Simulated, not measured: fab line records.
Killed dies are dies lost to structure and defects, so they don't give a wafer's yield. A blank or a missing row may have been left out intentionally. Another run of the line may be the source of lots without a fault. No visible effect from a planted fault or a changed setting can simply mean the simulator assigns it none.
Matching of chambers :: flow sky130 :: SKY_PAD_OPEN_ETCH_07 on rie_diel-04 has 4 sister chambers
The step etches the open film in CF4/O2, stops on AlCu, target depth 725 nm, time 156.8 s. 16 wafers are shown with their chamber, then 8 later ones without.

WAFERS WITH THEIR CHAMBER
wafer: L076.1
chamber: 0
drypump_motor_current_A (A): 5.8
throttle_valve_pct (%): 5.962
oes_product_au (a.u.): 0.978

wafer: L076.5
chamber: 3
drypump_motor_current_A (A): 5.5
throttle_valve_pct (%): 5.967
oes_product_au (a.u.): 0.979

wafer: L076.6
chamber: 2
drypump_motor_current_A (A): 5.0
throttle_valve_pct (%): 5.978
oes_product_au (a.u.): 0.994

wafer: L079.1
chamber: 2
drypump_motor_current_A (A): 5.0
throttle_valve_pct (%): 5.963
oes_product_au (a.u.): 0.990

wafer: L079.2
chamber: 1
drypump_motor_current_A (A): 5.8
throttle_valve_pct (%): 5.972
oes_product_au (a.u.): 0.976

wafer: L079.3
chamber: 0
drypump_motor_current_A (A): 5.8
throttle_valve_pct (%): 5.967
oes_product_au (a.u.): 0.996

wafer: L079.4
chamber: 3
drypump_motor_current_A (A): 5.6
throttle_valve_pct (%): 5.969
oes_product_au (a.u.): 0.986

wafer: L079.5
chamber: 0
drypump_motor_current_A (A): 5.8
throttle_valve_pct (%): 5.955
oes_product_au (a.u.): 0.991

wafer: L079.6
chamber: 3
drypump_motor_current_A (A): 5.6
throttle_valve_pct (%): 5.968
oes_product_au (a.u.): 0.982

wafer: L082.1
chamber: 1
drypump_motor_current_A (A): 5.8
throttle_valve_pct (%): 5.976
oes_product_au (a.u.): 0.978

wafer: L082.2
chamber: 0
drypump_motor_current_A (A): 5.8
throttle_valve_pct (%): 5.966
oes_product_au (a.u.): 0.983

wafer: L082.3
chamber: 2
drypump_motor_current_A (A): 5.0
throttle_valve_pct (%): 5.969
oes_product_au (a.u.): 0.978

wafer: L082.4
chamber: 3
drypump_motor_current_A (A): 5.6
throttle_valve_pct (%): 5.951
oes_product_au (a.u.): 0.987

wafer: L082.5
chamber: 2
drypump_motor_current_A (A): 5.0
throttle_valve_pct (%): 5.984
oes_product_au (a.u.): 0.990

wafer: L082.6
chamber: 1
drypump_motor_current_A (A): 5.8
throttle_valve_pct (%): 5.977
oes_product_au (a.u.): 0.985

wafer: L081.2
chamber: 3
drypump_motor_current_A (A): 5.6
throttle_valve_pct (%): 5.974
oes_product_au (a.u.): 0.981

SIGNATURES, as means of the wafers listed above
reading: drypump_motor_current_A
chamber 0: 5.800
chamber 1: 5.800
chamber 2: 5.000
chamber 3: 5.580
scatter within a chamber: 0.0258

reading: throttle_valve_pct
chamber 0: 5.96250
chamber 1: 5.97500
chamber 2: 5.97350
chamber 3: 5.96580
scatter within a chamber: 0.00745

reading: oes_product_au
chamber 0: 0.98700
chamber 1: 0.97967
chamber 2: 0.98800
chamber 3: 0.98300
scatter within a chamber: 0.00598
Rule: for each reading, subtract the chamber's mean from the wafer's reading, divide by that reading's scatter and square the result; add these up over the readings and take the root, which gives the wafer's distance from the chamber. If the next closest chamber is less than 2 further off than the closest, the wafer can't be placed; otherwise it belongs to the closest. The scatter is the square root of a quotient: the sum, over the shown wafers, of each reading's squared deviation from its chamber's mean, divided by wafers minus chambers.

WAFERS WITH NO CHAMBER GIVEN
wafer: L081.3
drypump_motor_current_A (A): 5.8
throttle_valve_pct (%): 5.978
oes_product_au (a.u.): 0.986

wafer: L081.5
drypump_motor_current_A (A): 5.9
throttle_valve_pct (%): 5.964
oes_product_au (a.u.): 0.993

wafer: L084.1
drypump_motor_current_A (A): 5.5
throttle_valve_pct (%): 5.954
oes_product_au (a.u.): 0.970

wafer: L084.3
drypump_motor_current_A (A): 5.8
throttle_valve_pct (%): 5.959
oes_product_au (a.u.): 0.986

wafer: L084.4
drypump_motor_current_A (A): 5.8
throttle_valve_pct (%): 5.970
oes_product_au (a.u.): 0.977

wafer: L092.2
drypump_motor_current_A (A): 5.8
throttle_valve_pct (%): 5.973
oes_product_au (a.u.): 0.970

wafer: L092.3
drypump_motor_current_A (A): 5.8
throttle_valve_pct (%): 5.980
oes_product_au (a.u.): 0.983

wafer: L092.4
drypump_motor_current_A (A): 5.0
throttle_valve_pct (%): 5.955
oes_product_au (a.u.): 0.980

EACH ONE'S CHAMBER
wafer: L081.3
from the rows above: can't be placed: 1 or 0
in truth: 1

wafer: L081.5
from the rows above: can't be placed: 0 or 1
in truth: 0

wafer: L084.1
from the rows above: 3
in truth: 3

wafer: L084.3
from the rows above: can't be placed: 0 or 1
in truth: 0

wafer: L084.4
from the rows above: can't be placed: 1 or 0
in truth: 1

wafer: L092.2
from the rows above: can't be placed: 1 or 0
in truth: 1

wafer: L092.3
from the rows above: can't be placed: 1 or 0
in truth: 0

wafer: L092.4
from the rows above: 2
in truth: 2
Correct placement for 2 of the 8. From these rows, 6 cannot be placed; in 6 the true chamber is one of the candidates. 0 placed wrongly.
